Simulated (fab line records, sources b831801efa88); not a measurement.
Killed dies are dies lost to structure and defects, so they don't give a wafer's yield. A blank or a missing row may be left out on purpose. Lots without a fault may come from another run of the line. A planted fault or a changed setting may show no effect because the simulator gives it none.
One fault seen from 2 desks | flow gf180mcu | each desk has only its own numbers; what lay behind them comes last

THE METROLOGY DESK
What the gauges read, lot by lot, whatever tool the lot ran on: means of the sampled wafers that have a number. A lot is out of limits, marked OUT, if its mean lies more than 4 standard deviations from the usual mean; the brackets give that distance.
Columns: A = V5_W_THK at GF_V5_THK_MEAS_25, usual 354 nm; B = TOP_METAL_ALCU_THK at GF_TOP_METAL_THK_MEAS_06, usual 900 nm
lot  | first seen here | A   | B
L576 | day 27 16:01    | 352 | 904
L577 | day 28 09:01    | 351 | 883
L579 | day 28 21:31    | 356 | 900
L580 | day 29 02:09    | 354 | 901
L581 | day 29 10:12    | 358 | 909
L583 | day 29 17:19    | 353 | 908
L584 | day 30 07:56    | 353 | 878
L585 | day 30 18:21    | 359 | 904
L587 | day 31 03:10    | 359 | 903
L588 | day 31 07:44    | 347 | 906
L589 | day 31 14:30    | 349 | 910
L592 | day 32 11:53    | 351 | 891
L595 | day 33 06:14    | 354 | 890
L596 | day 33 07:32    | 355 | 894
This desk's finding: nothing out of limits on any of the 14 lots.

THE TOOL OWNER'S DESK: pvd_sputter-04
The tool's own readings at GF_M2_SPUTTER_00 (material Ti, target thk 37.5 nm, time 150 s): means of the sampled wafers that have a number, for each lot that ran on this tool. A lot is out of limits, marked OUT, if its mean lies more than 4 standard deviations from the usual mean; the brackets give that distance.
Columns: A = throttle_valve_pct at GF_M2_SPUTTER_00, usual 30.7 %
lot  | first seen here | A
L581 | day 20 18:31    | 30.5
L583 | day 21 06:05    | 29.8
L584 | day 21 21:52    | 30.7
L589 | day 23 13:52    | 31.2
L595 | day 25 15:40    | 30.7
L596 | day 25 18:01    | 30.0
This desk's finding: nothing out of limits on any of the 6 lots.

PUT TOGETHER
The metrology desk saw nothing out of limits.
The tool owner's desk saw nothing out of limits.

WHAT THE SIMULATOR HAD PUT IN
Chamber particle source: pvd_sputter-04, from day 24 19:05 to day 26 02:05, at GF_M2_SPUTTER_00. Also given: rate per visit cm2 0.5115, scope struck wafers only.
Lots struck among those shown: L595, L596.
